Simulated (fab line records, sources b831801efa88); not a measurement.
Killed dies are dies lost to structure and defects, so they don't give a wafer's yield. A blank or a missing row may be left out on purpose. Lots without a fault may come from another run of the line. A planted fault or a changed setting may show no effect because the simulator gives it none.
fab line records | flow gf180mcu
record lots=5 wafers=15 last_day=33
route steps=602 shown STI@20 DNWELL@32 NWELL@42 LVPWELL@54
lots that met no fault: from a run of the same line without faults
start_h: hours from the record's first day to the start of the lot's first wafer shown | wait_h: hours since the lot's step before | " the same as in the row above | L1.1+2: a row that stands for several wafers | - no value, or no start given | * or withheld: withheld | < > ~ a bound
route shown NAME@n: a module of which the file shows steps, and the number in the route of the first | usual: mean/standard deviation of fault-free wafers | same: alike in all rows | chamber/n: place in a boat | sites: the reading at each site | _std_site: their standard deviation | _edge_site: outer sites' mean less inner sites' | radius_mm: how far each site lies from the wafer's centre | mask NAME#n: copy n | behind: the tool/chamber that last shaped the wafer | hold: why the lot was held/for how many hours/how that ended | device: the transistor (n, p or np) that didn't switch | end of line: the same wafers' tests at the end of the route | a step without rows: its recipe alone | killed: dies lost to structure and defects at the first sort, not the wafer's yield | map: a wafer's dies, x killed, . not, _ none there
set.NAME: the setting as run; set.NAME@STEP: as run at that earlier step | model.NAME: the simulator's own value behind a step, which no gauge read
lots at some steps of the route; a table a step, a row a wafer
services: from which hour (start_h, from the record's first day; less than 0 if before it) a tool's chamber was out of use, for how many hours, and why
## steps
# step GF_STI_CLEAN_19
# recipe chemistry=dHF time_s=20 dilution=100:1
# columns lot.wafer tool chamber start_h wait_h
L074.2+3+5 wet_bench-01 0 25.80 0.0
L076.3+5+6 wet_bench-03 0 36.20 0.0
L086.1+2+4 wet_bench-01 3 87.19 0.0
L087.1+4+6 wet_bench-02 0 92.58 0.0
L093.1+4+6 wet_bench-03 1 124.80 0.0
# step GF_STI_WET_ETCH_20
# recipe chemistry=dHF dilution=100:1 target_depth_nm=20 temp_c=25 dry=ipa_marangoni target=SiO2 time_s=400
# columns lot.wafer tool chamber start_h wait_h
L074.2+3+5 wet_bench-02 0 25.82 0.0
L076.3+5+6 wet_bench-02 0 36.22 0.0
L086.1+2+4 wet_bench-02 1 87.20 0.0
L087.1+4+6 wet_bench-03 0 92.59 0.0
L093.1+4+6 wet_bench-02 3 124.81 0.0
# step GF_STI_OXIDATION_21
# recipe temp_c=1000 ambient=O2 stabilise_s=600 purge_s=300 target_thk_a=150 ox_time_s=458
# usual ox_temp_c=1000.0/0.42 spike_tc_bottom_C=1017.7/2.9 spike_tc_centre_C=1000.3/1.3 zone_power_upper_pct=24.0/0.37
# same ox_time_s=458
# columns lot.wafer tool chamber start_h wait_h ox_temp_c spike_tc_bottom_C spike_tc_centre_C zone_power_upper_pct
L074.2 furnace-02 0 26.52 0.6 999.9 1015.6 1000.1 24.4
L074.3 " 0 " " 999.8 1017.0 1000.9 24.3
L074.5 " 0 " " 999.7 1016.2 1001.6 24.7
L076.3 furnace-02 0 36.34 0.0 1000.1 1014.6 1001.4 24.1
L076.5 " 0 " " 1000.1 1015.9 1000.5 24.0
L076.6 " 0 " " 999.6 1016.0 1001.0 24.6
L086.1 furnace-02 0 87.32 0.0 999.8 1014.0 1001.7 24.7
L086.2 " 0 " " 999.9 1016.0 1001.3 24.7
L086.4 " 0 " " 999.3 1017.0 1001.9 24.5
L087.1 furnace-01 0 93.32 0.6 999.9 1021.4 1001.6 23.8
L087.4 " 0 " " 1000.4 1019.6 999.4 23.7
L087.6 " 0 " " 999.3 1021.6 1000.0 23.2
L093.1 furnace-01 0 124.95 0.0 999.6 1019.7 998.0 23.8
L093.4 " 0 " " 999.8 1022.6 998.5 23.7
L093.6 " 0 " " 999.5 1020.6 998.9 23.6
# step GF_STI_THK_MEAS_22
# recipe reads=SiO2_of_STI_OXIDATION_21
# usual STI_OXIDATION_01_THK=14.89/0.29
# columns lot.wafer tool chamber start_h wait_h STI_OXIDATION_01_THK[nm]
L074.2 film_metro-04 - 27.66 0.0 15.20
L074.3 " - " " 14.84
L074.5 " - " " 14.89
L076.3 film_metro-03 - 37.49 0.0 15.12
L076.5 " - " " 15.07
L076.6 " - " " 14.96
L086.1 film_metro-02 - 88.45 0.0 14.42
L086.2 " - " " 14.42
L086.4 " - " " 14.42
L087.1 film_metro-02 - 94.45 0.0 15.41
L087.4 " - " " 14.84
L087.6 " - " " 15.02
L093.1 film_metro-02 - 126.08 0.0 14.96
L093.4 " - " " 14.76
L093.6 " - " " 15.00
# step GF_STI_CVD_23
# recipe material=SiO2 target_thk_nm=650 sigma_open_frac=0.3 time_s=108.3 temp_c=600 sih4_flow_sccm=60 pressure_mtorr=6
# columns lot.wafer tool chamber start_h wait_h
L074.2+3+5 hdpcvd-02 0,1,0 27.71 0.0
L076.3+5+6 hdpcvd-01 1,2,0 37.53 0.0
L086.1+2+4 hdpcvd-02 2,0,0 88.51 0.1
L087.1+4+6 hdpcvd-01 1,2,0 94.51 0.1
L093.1+4+6 hdpcvd-01 1,0,1 126.14 0.1
# step GF_STI_THK_MEAS_24
# recipe reads=SiO2_of_STI_CVD_23
# usual STI_CVD_23_THK=652/7.8
# columns lot.wafer tool chamber start_h wait_h STI_CVD_23_THK[nm]
L074.2 film_metro-02 - 27.79 0.0 656
L074.3 " - " " 654
L074.5 " - " " 649
L076.3 film_metro-03 - 37.62 0.1 655
L076.5 " - " " 651
L076.6 " - " " 655
L086.1 film_metro-02 - 88.59 0.0 657
L086.2 " - " " 655
L086.4 " - " " 656
L087.1 film_metro-03 - 94.58 0.0 667
L087.4 " - " " 655
L087.6 " - " " 652
L093.1 film_metro-02 - 126.22 0.0 660
L093.4 " - " " 643
L093.6 " - " " 660
# step GF_STI_CMP_25
# recipe stop_on=Si3N4 t_overpolish_s=33 down_force_psi=4 platen_rpm=60 target_thk_nm=524.6 pad_velocity_m_s=0.94248
# usual motor_current_A=11.6/1 overpolish_run_s=33.000/0.0096 platen_rpm=60.00/0.04 time_to_endpoint_s=127/7.8
# columns lot.wafer tool chamber start_h wait_h motor_current_A overpolish_run_s platen_rpm time_to_endpoint_s
L074.2 cmp-02 1 27.89 0.1 12.2 33.002 60.05 116
L074.3 " 2 " " 9.8 33.004 60.01 122
L074.5 " 1 " " 12.5 32.997 59.96 115
L076.3 cmp-01 3 37.81 0.2 11.4 32.985 60.04 135
L076.5 " 0 " " 11.9 32.993 60.02 128
L076.6 " 1 " " 13.0 33.002 60.04 142
L086.1 cmp-01 3 88.65 0.1 10.9 32.995 59.98 120
L086.4 " 0 " " 11.5 32.993 59.94 113
L086.2 " 2 " " 12.6 33.009 59.94 123
L087.4 cmp-01 2 94.64 0.0 12.2 33.007 60.01 125
L087.1 " 0 " " 12.1 32.993 59.97 117
L087.6 " 3 " " 11.4 33.005 60.01 123
L093.1 cmp-02 0 126.28 0.1 11.0 33.023 59.99 136
L093.4 " 3 " " 12.5 32.997 59.99 126
L093.6 " 1 " " 12.3 32.998 59.94 126
# step GF_STI_WET_ETCH_26
# recipe chemistry=dHF target_depth_nm=94 target=SiO2 temp_c=25 dilution=10:1 time_s=188
# columns lot.wafer tool chamber start_h wait_h
L074.2+3+5 wet_bench-03 0 28.14 0.2
L076.3+5+6 wet_bench-03 2 37.96 0.1
L086.1+2+4 wet_bench-03 0 88.95 0.2
L087.1+4+6 wet_bench-02 0 94.94 0.1
L093.1+4+6 wet_bench-03 3 126.58 0.2
# step GF_STI_WET_ETCH_27
# recipe chemistry=H3PO4 target_depth_nm=160 target=Si3N4 temp_c=160 time_s=1825
# columns lot.wafer tool chamber start_h wait_h
L074.2+3+5 wet_bench-01 3 28.20 0.0
L076.3+5+6 wet_bench-01 3 38.02 0.0
L086.1+2+4 wet_bench-01 3 89.01 0.0
L087.1+4+6 wet_bench-01 2 95.00 0.0
L093.1+4+6 wet_bench-01 0 126.64 0.0
# step GF_STI_WET_ETCH_28
# recipe chemistry=dHF target_depth_nm=20 dry=ipa_marangoni target=SiO2 temp_c=25 dilution=10:1 time_s=40
# columns lot.wafer tool chamber start_h wait_h
L074.2+3+5 wet_bench-02 1 28.72 0.0
L076.3+5+6 wet_bench-02 2 38.54 0.0
L086.1+2+4 wet_bench-02 3 89.52 0.0
L087.1+4+6 wet_bench-03 0 95.52 0.0
L093.1+4+6 wet_bench-02 2 127.20 0.0
# step GF_STI_OXIDATION_29
# recipe temp_c=900 ambient=O2 stabilise_s=600 purge_s=300 target_thk_a=100 ox_time_s=1418
# usual ox_temp_c=900.0/0.41 spike_tc_bottom_C=917.8/2.8 spike_tc_centre_C=900.3/1.3 zone_power_upper_pct=18.91/0.29
# same ox_time_s=1418
# columns lot.wafer tool chamber start_h wait_h ox_temp_c spike_tc_bottom_C spike_tc_centre_C zone_power_upper_pct
L074.2 furnace-01 0 29.06 0.3 899.5 920.5 898.6 18.75
L074.3 " 0 " " 900.5 919.8 897.8 18.91
L074.5 " 0 " " 900.4 919.3 900.6 18.60
L076.3 furnace-01 0 38.56 0.0 901.0 919.6 899.8 18.86
L076.5 " 0 " " 900.4 919.5 900.9 18.72
L076.6 " 0 " " 900.1 920.8 899.6 18.60
L086.1 furnace-01 0 89.93 0.4 900.5 920.2 898.4 18.45
L086.2 " 0 " " 899.6 920.5 898.7 18.86
L086.4 " 0 " " 900.3 918.4 897.7 18.87
L087.1 furnace-02 0 95.54 0.0 900.3 916.2 902.2 19.15
L087.4 " 0 " " 899.9 916.2 901.2 19.52
L087.6 " 0 " " 899.6 915.2 902.6 19.21
L093.1 furnace-02 0 127.46 0.2 900.1 915.3 900.8 19.28
L093.4 " 0 " " 899.6 914.9 901.5 19.23
L093.6 " 0 " " 900.1 916.3 900.4 18.68
# step GF_STI_THK_MEAS_30
# recipe reads=SiO2_of_STI_OXIDATION_29
# usual STI_OXIDATION_02_THK=10.02/0.22
# columns lot.wafer tool chamber start_h wait_h STI_OXIDATION_02_THK[nm]
L074.2 film_metro-02 - 30.47 0.0 9.99
L074.3 " - " " 10.16
L074.5 " - " " 10.27
L076.3 film_metro-03 - 39.97 0.0 10.29
L076.5 " - " " 10.25
L076.6 " - " " 10.28
L086.1 film_metro-02 - 91.33 0.0 10.28
L086.2 " - " " 10.16
L086.4 " - " " 10.34
L087.1 film_metro-04 - 96.93 0.0 9.69
L087.4 " - " " 9.66
L087.6 " - " " 9.67
L093.1 film_metro-03 - 128.86 0.0 10.17
L093.4 " - " " 10.02
L093.6 " - " " 10.11
# step GF_DNWELL_DEHYDRATE_00
# recipe temp_c=200 time_s=60
# usual plate_temp_C=200.00/0.14
# columns lot.wafer tool chamber start_h wait_h plate_temp_C
L074.2 litho_track-03 0 35.57 5.1 199.82
L074.3 " 0 " " 199.81
L074.5 " 0 " " 200.10
L076.3 litho_track-01 0 45.95 6.0 200.01
L076.5 " 0 " " 199.89
L076.6 " 0 " " 199.98
L086.1 litho_track-01 0 97.35 6.0 199.93
L086.2 " 0 " " 199.62
L086.4 " 0 " " 199.69
L087.1 litho_track-03 0 103.74 6.8 200.14
L087.4 " 0 " " 199.87
L087.6 " 0 " " 200.03
L093.1 litho_track-01 0 135.65 6.8 199.87
L093.4 " 0 " " 199.86
L093.6 " 0 " " 199.99
# step GF_DNWELL_HMDS_01
# recipe prime_time_s=60 prime_temp_c=120
# columns lot.wafer tool chamber start_h wait_h
L074.2+3+5 litho_track-03 0 35.72 0.1
L076.3+5+6 litho_track-01 0 46.10 0.1
L086.1+2+4 litho_track-01 0 97.50 0.1
L087.1+4+6 litho_track-03 0 103.89 0.1
L093.1+4+6 litho_track-01 0 135.80 0.1
# step GF_DNWELL_COAT_02
# recipe spin_rpm=2000 resist_thk_nm=3000
# columns lot.wafer tool chamber start_h wait_h
L074.2+3+5 litho_track-03 0 35.87 0.1
L076.3+5+6 litho_track-01 0 46.25 0.1
L086.1+2+4 litho_track-01 0 97.65 0.1
L087.1+4+6 litho_track-03 0 104.04 0.1
L093.1+4+6 litho_track-01 0 135.95 0.1
# step GF_DNWELL_SOFTBAKE_03
# recipe temp_c=110 time_s=withheld
# usual plate_temp_C=110.02/0.13
# columns lot.wafer tool chamber start_h wait_h plate_temp_C
L074.2 litho_track-03 0 36.02 0.1 110.15
L074.3 " 0 " " 109.99
L074.5 " 0 " " 110.16
L076.3 litho_track-01 0 46.42 0.1 110.00
L076.5 " 0 " " 110.14
L076.6 " 0 " " 110.08
L086.1 litho_track-01 0 97.80 0.1 109.95
L086.2 " 0 " " 109.99
L086.4 " 0 " " 109.92
L087.1 litho_track-03 0 104.19 0.1 110.14
L087.4 " 0 " " 109.98
L087.6 " 0 " " 110.13
L093.1 litho_track-01 0 136.10 0.1 110.28
L093.4 " 0 " " 110.03
L093.6 " 0 " " 110.02
# step GF_DNWELL_EXPOSE_04
# recipe mask_id=DNWELL target_cd_nm=1700 na=0.6 source_shape=conventional sigma_outer=0.6 dose_mj=260
# columns lot.wafer tool chamber start_h wait_h mask
L074.2+3+5 iline_stepper-01 0 - - DNWELL#0
L076.3+5+6 iline_stepper-02 0 - - DNWELL#0
L086.1+2+4 iline_stepper-02 0 - - DNWELL#0
L087.1+4+6 iline_stepper-01 0 - - DNWELL#0
L093.1+4+6 iline_stepper-01 0 - - DNWELL#0
# step GF_DNWELL_PEB_05
# recipe temp_c=115 time_s=withheld
# usual plate_temp_C=114.99/0.13
# columns lot.wafer tool chamber start_h wait_h plate_temp_C
L074.2 litho_track-02 0 - - 114.97
L074.3 " 0 " " 114.90
L074.5 " 0 " " 114.98
L076.3 litho_track-03 0 - - 115.04
L076.5 " 0 " " 115.02
L076.6 " 0 " " 114.95
L086.1 litho_track-02 0 - - 115.02
L086.2 " 0 " " 114.99
L086.4 " 0 " " 114.81
L087.1 litho_track-03 0 - - 114.73
L087.4 " 0 " " 114.89
L087.6 " 0 " " 114.97
L093.1 litho_track-02 0 - - 114.83
L093.4 " 0 " " 114.79
L093.6 " 0 " " 114.83
# step GF_DNWELL_DEVELOP_06
# recipe wall_angle_deg=90 develop_time_s=60 dev_temp_c=23
# columns lot.wafer tool chamber start_h wait_h
L074.2+3+5 litho_track-02 0 - -
L076.3+5+6 litho_track-03 0 - -
L086.1+2+4 litho_track-02 0 - -
L087.1+4+6 litho_track-03 0 - -
L093.1+4+6 litho_track-02 0 - -
# step GF_DNWELL_IMPLANT_07
# recipe species=P energy_kev=1500 dose_cm2=1e+13 tilt_deg=0
# usual dose_ions_cm2=9.998e+12/1.1e+10
# columns lot.wafer tool chamber start_h wait_h dose_ions_cm2
L074.2 implanter-01 0 42.78 - 1.001e+13
L074.3 " 0 " " 1.0005e+13
L074.5 " 0 " " 1.0024e+13
L076.3 implanter-04 0 52.39 - 1.001e+13
L076.5 " 0 " " 1.0014e+13
L076.6 " 0 " " 1.0018e+13
L086.1 implanter-04 0 105.00 - 1.0002e+13
L086.2 " 0 " " 1.0005e+13
L086.4 " 0 " " 9.998e+12
L087.1 implanter-04 0 111.84 - 1.0004e+13
L087.4 " 0 " " 1.0008e+13
L087.6 " 0 " " 9.983e+12
L093.1 implanter-04 0 143.90 - 9.996e+12
L093.4 " 0 " " 9.997e+12
L093.6 " 0 " " 1.0016e+13
# step GF_DNWELL_STRIP_08
# recipe chemistry=O2/N2 power_w=1400 pressure_mtorr=1500 platen_temp_c=250 o2_flow_sccm=3000 n2_flow_sccm=300 overash_fraction=0.5
# usual drypump_motor_current_A=5.91/0.11 heater_power_w=339/40 oes_product_au=0.723/0.0048 strip_time_to_endpoint_s=37.01/0.11
# columns lot.wafer tool chamber start_h wait_h drypump_motor_current_A heater_power_w oes_product_au rf_hours_counter_h strip_time_to_endpoint_s
L074.2 plasma_asher-02 1 42.90 0.1 5.88 277 0.727 39 36.97
L074.3 " 1 " " 5.89 278 0.715 - 36.90
L074.5 " 1 " " 5.87 278 0.717 - 36.91
L076.3 plasma_asher-01 1 52.52 0.1 5.72 346 0.721 - 37.11
L076.5 " 1 " " 5.75 344 0.717 - 37.20
L076.6 " 0 " " 5.76 347 0.718 - 37.11
L086.1 plasma_asher-03 1 105.15 0.1 5.87 359 0.727 30 37.11
L086.2 " 0 " " 6.08 332 0.718 30 37.27
L086.4 " 1 " " 5.84 354 0.733 - 37.21
L087.1 plasma_asher-02 1 111.99 0.1 5.87 280 0.725 47 36.82
L087.4 " 0 " " 5.95 398 0.722 - 36.86
L087.6 " 0 " " 5.98 378 0.722 - 36.87
L093.1 plasma_asher-03 1 144.05 0.1 5.86 347 0.717 34 37.01
L093.4 " 0 " " 6.09 326 0.720 - 37.06
L093.6 " 1 " " 5.88 350 0.717 - 37.17
# step GF_DNWELL_TW_MEAS_09
# usual DNWELL_TW=1343/10
# columns lot.wafer tool chamber start_h wait_h DNWELL_TW
L074.2 film_metro-04 - 43.01 0.1 1333
L074.3 " - " " 1343
L074.5 " - " " 1340
L076.3 film_metro-04 - 52.61 0.1 1330
L076.5 " - " " 1340
L076.6 " - " " 1337
L086.1 film_metro-02 - 105.25 0.1 1355
L086.2 " - " " 1348
L086.4 " - " " 1357
L087.1 film_metro-01 - 112.09 0.1 1338
L087.4 " - " " 1350
L087.6 " - " " 1355
L093.1 film_metro-04 - 144.15 0.1 1343
L093.4 " - " " 1346
L093.6 " - " " 1341
# step GF_NWELL_DEHYDRATE_00
# recipe temp_c=200 time_s=60
# usual plate_temp_C=199.99/0.14
# columns lot.wafer tool chamber start_h wait_h plate_temp_C
L074.2 litho_track-01 0 48.58 5.6 200.03
L074.3 " 0 " " 199.88
L074.5 " 0 " " 199.95
L076.3 litho_track-02 0 58.30 5.7 199.90
L076.5 " 0 " " 200.17
L076.6 " 0 " " 199.98
L086.1 litho_track-01 0 112.10 6.8 199.96
L086.2 " 0 " " 200.22
L086.4 " 0 " " 200.09
L087.1 litho_track-01 0 118.35 6.3 199.98
L087.4 " 0 " " 200.09
L087.6 " 0 " " 199.94
L093.1 litho_track-01 0 151.50 7.3 200.03
L093.4 " 0 " " 200.05
L093.6 " 0 " " 200.04
# step GF_NWELL_HMDS_01
# recipe prime_time_s=60 prime_temp_c=120
# columns lot.wafer tool chamber start_h wait_h
L074.2+3+5 litho_track-01 0 48.73 0.1
L076.3+5+6 litho_track-02 0 58.45 0.1
L086.1+2+4 litho_track-01 0 112.25 0.1
L087.1+4+6 litho_track-01 0 118.50 0.1
L093.1+4+6 litho_track-01 0 151.65 0.1
# step GF_NWELL_COAT_02
# recipe spin_rpm=2000 resist_thk_nm=3000
# columns lot.wafer tool chamber start_h wait_h
L074.2+3+5 litho_track-01 0 48.88 0.1
L076.3+5+6 litho_track-02 0 58.60 0.1
L086.1+2+4 litho_track-01 0 112.40 0.1
L087.1+4+6 litho_track-01 0 118.65 0.1
L093.1+4+6 litho_track-01 0 151.80 0.1
# step GF_NWELL_SOFTBAKE_03
# recipe temp_c=110 time_s=withheld
# usual plate_temp_C=110.02/0.12
# columns lot.wafer tool chamber start_h wait_h plate_temp_C
L074.2 litho_track-01 0 49.03 0.1 109.83
L074.3 " 0 " " 109.96
L074.5 " 0 " " 110.00
L076.3 litho_track-02 0 58.77 0.1 109.81
L076.5 " 0 " " 109.94
L076.6 " 0 " " 110.03
L086.1 litho_track-01 0 112.55 0.1 110.02
L086.2 " 0 " " 109.79
L086.4 " 0 " " 109.97
L087.1 litho_track-01 0 118.80 0.1 110.00
L087.4 " 0 " " 110.04
L087.6 " 0 " " 110.14
L093.1 litho_track-01 0 151.95 0.1 109.95
L093.4 " 0 " " 110.16
L093.6 " 0 " " 110.00
# step GF_NWELL_EXPOSE_04
# recipe mask_id=Nwell target_cd_nm=860 na=0.6 source_shape=conventional sigma_outer=0.6 dose_mj=260
# columns lot.wafer tool chamber start_h wait_h mask
L074.2+3+5 iline_stepper-02 0 - - Nwell#0
L076.3+5+6 iline_stepper-02 0 - - Nwell#0
L086.1+2+4 iline_stepper-02 0 - - Nwell#0
L087.1+4+6 iline_stepper-02 0 - - Nwell#0
L093.1+4+6 iline_stepper-02 0 - - Nwell#0
# step GF_NWELL_PEB_05
# recipe temp_c=115 time_s=withheld
# usual plate_temp_C=114.99/0.13
# columns lot.wafer tool chamber start_h wait_h plate_temp_C
L074.2 litho_track-02 0 - - 115.08
L074.3 " 0 " " 115.03
L074.5 " 0 " " 115.06
L076.3 litho_track-02 0 - - 114.87
L076.5 " 0 " " 115.07
L076.6 " 0 " " 114.95
L086.1 litho_track-02 0 - - 114.92
L086.2 " 0 " " 115.03
L086.4 " 0 " " 115.06
L087.1 litho_track-01 0 - - 115.29
L087.4 " 0 " " 114.95
L087.6 " 0 " " 114.95
L093.1 litho_track-01 0 - - 114.73
L093.4 " 0 " " 114.88
L093.6 " 0 " " 114.90
# step GF_NWELL_DEVELOP_06
# recipe wall_angle_deg=90 develop_time_s=60 dev_temp_c=23
# columns lot.wafer tool chamber start_h wait_h
L074.2+3+5 litho_track-02 0 - -
L076.3+5+6 litho_track-02 0 - -
L086.1+2+4 litho_track-02 0 - -
L087.1+4+6 litho_track-01 0 - -
L093.1+4+6 litho_track-01 0 - -
# step GF_NWELL_OVL_MEAS_07
# usual NWELL_OVL=0.0/1.6
# columns lot.wafer tool chamber start_h wait_h NWELL_OVL[nm]
L074.2 overlay-01 - 55.26 - -0.4
L074.3 " - " " -0.2
L074.5 " - " " 0.9
L076.3 overlay-01 - 65.01 - 2.3
L076.5 " - " " 0.6
L076.6 " - " " 1.6
L086.1 overlay-01 - 119.45 - 3.0
L086.2 " - " " 1.9
L086.4 " - " " 1.0
L087.1 overlay-02 - 126.45 - -3.3
L087.4 " - " " -3.0
L087.6 " - " " -3.0
L093.1 overlay-02 - 160.00 - 0.7
L093.4 " - " " 0.1
L093.6 " - " " 2.6
# step GF_NWELL_IMPLANT_08
# recipe species=P energy_kev=450 dose_cm2=1.5e+13 tilt_deg=0
# usual dose_ions_cm2=1.4996e+13/1.6e+10
# columns lot.wafer tool chamber start_h wait_h dose_ions_cm2
L074.2 implanter-01 0 55.31 0.0 1.5037e+13
L074.3 " 0 " " 1.4965e+13
L074.5 " 0 " " 1.5017e+13
L076.3 implanter-03 0 65.09 0.1 1.4994e+13
L076.5 " 0 " " 1.499e+13
L076.6 " 0 " " 1.5018e+13
L086.1 implanter-03 0 119.49 0.0 1.4993e+13
L086.2 " 0 " " 1.4994e+13
L086.4 " 0 " " 1.4997e+13
L087.1 implanter-02 0 126.49 0.0 1.5043e+13
L087.4 " 0 " " 1.5006e+13
L087.6 " 0 " " 1.501e+13
L093.1 implanter-01 0 160.04 0.0 1.5018e+13
L093.4 " 0 " " 1.5e+13
L093.6 " 0 " " 1.5026e+13
# step GF_NWELL_IMPLANT_09
# recipe species=P energy_kev=160 dose_cm2=4e+12 tilt_deg=0
# usual dose_ions_cm2=4.001e+12/4.1e+09
# columns lot.wafer tool chamber start_h wait_h dose_ions_cm2
L074.2 implanter-01 0 55.46 0.1 3.999e+12
L074.3 " 0 " " 3.998e+12
L074.5 " 0 " " 3.998e+12
L076.3 implanter-03 0 65.24 0.1 4.007e+12
L076.5 " 0 " " 4.007e+12
L076.6 " 0 " " 4.001e+12
L086.1 implanter-03 0 119.64 0.1 3.996e+12
L086.2 " 0 " " 4.002e+12
L086.4 " 0 " " 3.997e+12
L087.1 implanter-02 0 126.64 0.1 4.004e+12
L087.4 " 0 " " 4.002e+12
L087.6 " 0 " " 3.999e+12
L093.1 implanter-01 0 160.19 0.1 3.995e+12
L093.4 " 0 " " 4.008e+12
L093.6 " 0 " " 4.003e+12
# step GF_NWELL_STRIP_10
# recipe chemistry=O2/N2 power_w=1400 pressure_mtorr=1500 platen_temp_c=250 o2_flow_sccm=3000 n2_flow_sccm=300 overash_fraction=0.5
# usual drypump_motor_current_A=5.81/0.14 heater_power_w=345/15 oes_product_au=0.723/0.0045 strip_time_to_endpoint_s=37.02/0.082
# columns lot.wafer tool chamber start_h wait_h drypump_motor_current_A heater_power_w oes_product_au rf_hours_counter_h strip_time_to_endpoint_s
L074.2 plasma_asher-01 1 55.59 0.1 5.75 347 0.730 40 36.95
L074.3 " 0 " " 5.76 355 0.727 - 36.91
L074.5 " 1 " " 5.76 358 0.724 - 36.96
L076.3 plasma_asher-03 0 65.37 0.1 6.11 327 0.722 - 36.97
L076.5 " 1 " " 5.90 350 0.732 - 37.04
L076.6 " 0 " " 6.11 331 0.716 - 36.94
L086.1 plasma_asher-04 0 119.79 0.1 5.88 369 0.731 48 37.02
L086.2 " 1 " " 5.64 339 0.715 48 37.08
L086.4 " 0 " " 5.86 352 0.721 - 37.07
L087.1 plasma_asher-01 1 126.79 0.1 5.78 348 0.725 1 37.10
L087.4 " 0 " " 5.75 358 0.722 - 37.10
L087.6 " 0 " " 5.75 357 0.729 - 37.08
L093.1 plasma_asher-04 1 160.34 0.1 5.65 333 0.720 52 37.07
L093.4 " 0 " " 5.87 362 0.719 - 36.93
L093.6 " 0 " " 5.87 360 0.728 - 37.01
# step GF_NWELL_TW_MEAS_11
# usual NWELL_TW=1563/11
# columns lot.wafer tool chamber start_h wait_h NWELL_TW
L074.2 film_metro-01 - 55.70 0.1 1565
L074.3 " - " " 1568
L074.5 " - " " 1573
L076.3 film_metro-03 - 65.46 0.1 1570
L076.5 " - " " 1561
L076.6 " - " " 1572
L086.1 film_metro-02 - 119.89 0.1 1573
L086.2 " - " " 1569
L086.4 " - " " 1557
L087.1 film_metro-02 - 126.89 0.1 1552
L087.4 " - " " 1552
L087.6 " - " " 1559
L093.1 film_metro-01 - 160.44 0.1 1565
L093.4 " - " " 1580
L093.6 " - " " 1577
# step GF_LVPWELL_DEHYDRATE_00
# recipe temp_c=200 time_s=60
# usual plate_temp_C=199.98/0.15
# columns lot.wafer tool chamber start_h wait_h plate_temp_C
L074.2 litho_track-04 0 61.44 5.7 199.83
L074.3 " 0 " " 199.93
L074.5 " 0 " " 199.91
L076.3 litho_track-04 0 71.41 5.9 200.05
L076.5 " 0 " " 200.02
L076.6 " 0 " " 199.90
L086.1 litho_track-03 0 126.99 7.1 199.99
L086.2 " 0 " " 199.93
L086.4 " 0 " " 200.02
L087.1 litho_track-03 0 133.39 6.5 200.26
L087.4 " 0 " " 199.95
L087.6 " 0 " " 199.95
L093.1 litho_track-04 0 168.16 7.7 199.84
L093.4 " 0 " " 200.09
L093.6 " 0 " " 199.85
# step GF_LVPWELL_HMDS_01
# recipe prime_time_s=60 prime_temp_c=120
# columns lot.wafer tool chamber start_h wait_h
L074.2+3+5 litho_track-04 0 61.59 0.1
L076.3+5+6 litho_track-04 0 71.56 0.1
L086.1+2+4 litho_track-03 0 127.14 0.1
L087.1+4+6 litho_track-03 0 133.54 0.1
L093.1+4+6 litho_track-04 0 168.31 0.1
# step GF_LVPWELL_COAT_02
# recipe spin_rpm=2000 resist_thk_nm=3000
# columns lot.wafer tool chamber start_h wait_h
L074.2+3+5 litho_track-04 0 61.74 0.1
L076.3+5+6 litho_track-04 0 71.71 0.1
L086.1+2+4 litho_track-03 0 127.29 0.1
L087.1+4+6 litho_track-03 0 133.69 0.1
L093.1+4+6 litho_track-04 0 168.46 0.1
# step GF_LVPWELL_SOFTBAKE_03
# recipe temp_c=110 time_s=withheld
# usual plate_temp_C=110.00/0.13
# columns lot.wafer tool chamber start_h wait_h plate_temp_C
L074.2 litho_track-04 0 61.90 0.1 110.01
L074.3 " 0 " " 109.96
L074.5 " 0 " " 109.87
L076.3 litho_track-04 0 71.88 0.1 110.04
L076.5 " 0 " " 110.04
L076.6 " 0 " " 110.16
L086.1 litho_track-03 0 127.44 0.1 110.17
L086.2 " 0 " " 110.08
L086.4 " 0 " " 110.17
L087.1 litho_track-03 0 133.84 0.1 109.97
L087.4 " 0 " " 109.92
L087.6 " 0 " " 109.66
L093.1 litho_track-04 0 168.61 0.1 109.90
L093.4 " 0 " " 109.98
L093.6 " 0 " " 109.81
# step GF_LVPWELL_EXPOSE_04
# recipe mask_id=LVPWELL target_cd_nm=600 na=0.6 source_shape=conventional sigma_outer=0.6 dose_mj=260
# columns lot.wafer tool chamber start_h wait_h mask
L074.2+3+5 iline_stepper-01 0 - - LVPWELL#0
L076.3+5+6 iline_stepper-02 0 - - LVPWELL#0
L086.1+2+4 iline_stepper-01 0 - - LVPWELL#0
L087.1+4+6 iline_stepper-02 0 - - LVPWELL#0
L093.1+4+6 iline_stepper-01 0 - - LVPWELL#0
# step GF_LVPWELL_PEB_05
# recipe temp_c=115 time_s=withheld
# usual plate_temp_C=115.02/0.12
# columns lot.wafer tool chamber start_h wait_h plate_temp_C
L074.2 litho_track-04 0 - - 115.21
L074.3 " 0 " " 115.18
L074.5 " 0 " " 114.84
L076.3 litho_track-02 0 - - 115.01
L076.5 " 0 " " 115.13
L076.6 " 0 " " 114.94
L086.1 litho_track-03 0 - - 114.94
L086.2 " 0 " " 115.03
L086.4 " 0 " " 114.70
L087.1 litho_track-03 0 - - 114.85
L087.4 " 0 " " 114.80
L087.6 " 0 " " 114.94
L093.1 litho_track-02 0 - - 114.95
L093.4 " 0 " " 114.89
L093.6 " 0 " " 115.09
# step GF_LVPWELL_DEVELOP_06
# recipe wall_angle_deg=90 develop_time_s=60 dev_temp_c=23
# columns lot.wafer tool chamber start_h wait_h
L074.2+3+5 litho_track-04 0 - -
L076.3+5+6 litho_track-02 0 - -
L086.1+2+4 litho_track-03 0 - -
L087.1+4+6 litho_track-03 0 - -
L093.1+4+6 litho_track-02 0 - -
## services
# columns tool chamber start_h hours kind
implanter-01 - 4.38 3.3 pm
iline_stepper-01 - 38.98 11.3 repair
furnace-02 - 44.14 2.9 pm
wet_bench-03 - 50.50 33.4 repair
furnace-01 - 59.35 2.8 pm
cmp-01 - 64.00 4.0 pm
cmp-01 - 86.14 0.3 repair
cmp-01 - 96.30 0.5 repair
iline_stepper-01 - 97.36 1.7 pm
cmp-01 - 100.52 1.2 repair
implanter-01 - 105.19 1.4 repair
plasma_asher-01 - 108.75 9.0 pm
hdpcvd-01 - 110.32 6.0 pm
plasma_asher-03 - 118.45 1.6 repair
cmp-01 - 119.26 28.3 repair
hdpcvd-02 1 120.40 6.6 repair
hdpcvd-02 2 132.96 11.4 repair
furnace-01 - 137.12 2.6 pm
implanter-04 - 138.18 2.0 repair
cmp-01 - 147.53 6.3 pm
iline_stepper-02 - 157.19 1.7 pm
implanter-03 - 167.14 3.7 pm
implanter-01 - 172.35 3.1 repair
implanter-01 - 175.45 3.1 repair
## key
fault none
